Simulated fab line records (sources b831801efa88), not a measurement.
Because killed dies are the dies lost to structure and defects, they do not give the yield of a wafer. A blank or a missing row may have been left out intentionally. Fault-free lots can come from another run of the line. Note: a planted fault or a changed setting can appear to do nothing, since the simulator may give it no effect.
One fault seen from 2 desks + flow gf180mcu + each desk holds nothing but its own numbers, with what lay behind them at the end

FOR THE TOOL OWNER'S DESK: pecvd-01
The tool's own readings at GF_V1_CVD_02 (deposits SiO2 from TEOS, target thk 850 nm, time 94.851 s): means of the sampled wafers that have a number, for each lot that ran on this tool. The brackets show how far a lot's mean lies from the usual mean; more than 4 standard deviations puts the lot out of limits, marked OUT.
Columns: A = heaterPowerW at GF_V1_CVD_02, usual 661 W; B = rfFwdPowerW at GF_V1_CVD_02, usual 596.4 W
| lot  | first seen here | A   | B     |
|------|-----------------|-----|-------|
| L513 | day 18 08:35    | 617 | 596.4 |
| L514 | day 19 01:43    | 693 | 596.7 |
| L516 | day 19 16:52    | 697 | 596.3 |
| L518 | day 20 07:41    | 547 | 595.7 |
| L520 | day 21 04:10    | 619 | 595.5 |
| L521 | day 21 19:01    | 588 | 599.0 |
This desk found nothing out of limits on any of the 6 lots.

FROM THE METROLOGY DESK
What the gauges read for every lot (on any tool): the sampled wafers with a number, averaged. The brackets show how far a lot's mean lies from the usual mean; more than 4 standard deviations puts the lot out of limits, marked OUT.
Columns: A = V1_CVD_02_THK at GF_V1_THK_MEAS_03, usual 853 nm
| lot  | first seen here | A             |
|------|-----------------|---------------|
| L510 | day 17 02:15    | 846           |
| L511 | day 17 16:51    | 846           |
| L512 | day 17 20:29    | 854           |
| L513 | day 18 08:40    | 838           |
| L514 | day 19 01:49    | 859           |
| L515 | day 19 04:05    | 842           |
| L516 | day 19 16:58    | 858           |
| L518 | day 20 07:47    | 636 (-18) OUT |
| L520 | day 21 04:16    | 634 (-18) OUT |
| L521 | day 21 19:05    | 637 (-18) OUT |
| L523 | day 22 06:56    | 856           |
| L525 | day 23 02:34    | 851           |
| L526 | day 23 09:53    | 871           |
| L528 | day 23 22:31    | 868           |
| L533 | day 25 11:22    | 857           |
Per this desk, out of limits: L518, L520, L521; the first was L518, day 20 07:47 (V1_CVD_02_THK at GF_V1_THK_MEAS_03). L510, L511, L512, L513, L514, L515, L516, L523, L525, L526, L528, L533: within limits.

ALL TOGETHER
The metrology desk could have raised an alarm at day 20 07:47, on L518, L520, L521.
Nothing out of limits was seen by the tool owner's desk.
The tool owner's desk has L518, L520, L521 on record, within its limits.
All the named lots went through GF_V1_CVD_02 on pecvd-01.

WHAT THE SIMULATOR PUT IN
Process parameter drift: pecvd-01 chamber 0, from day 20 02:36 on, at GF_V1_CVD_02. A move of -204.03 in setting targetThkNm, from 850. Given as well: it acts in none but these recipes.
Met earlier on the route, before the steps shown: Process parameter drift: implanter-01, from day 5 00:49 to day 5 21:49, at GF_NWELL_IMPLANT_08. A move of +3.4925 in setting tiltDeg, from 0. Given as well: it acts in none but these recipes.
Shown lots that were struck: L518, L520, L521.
Delay in hours, fault start to first out-of-limits reading, per desk: metrology desk 5.
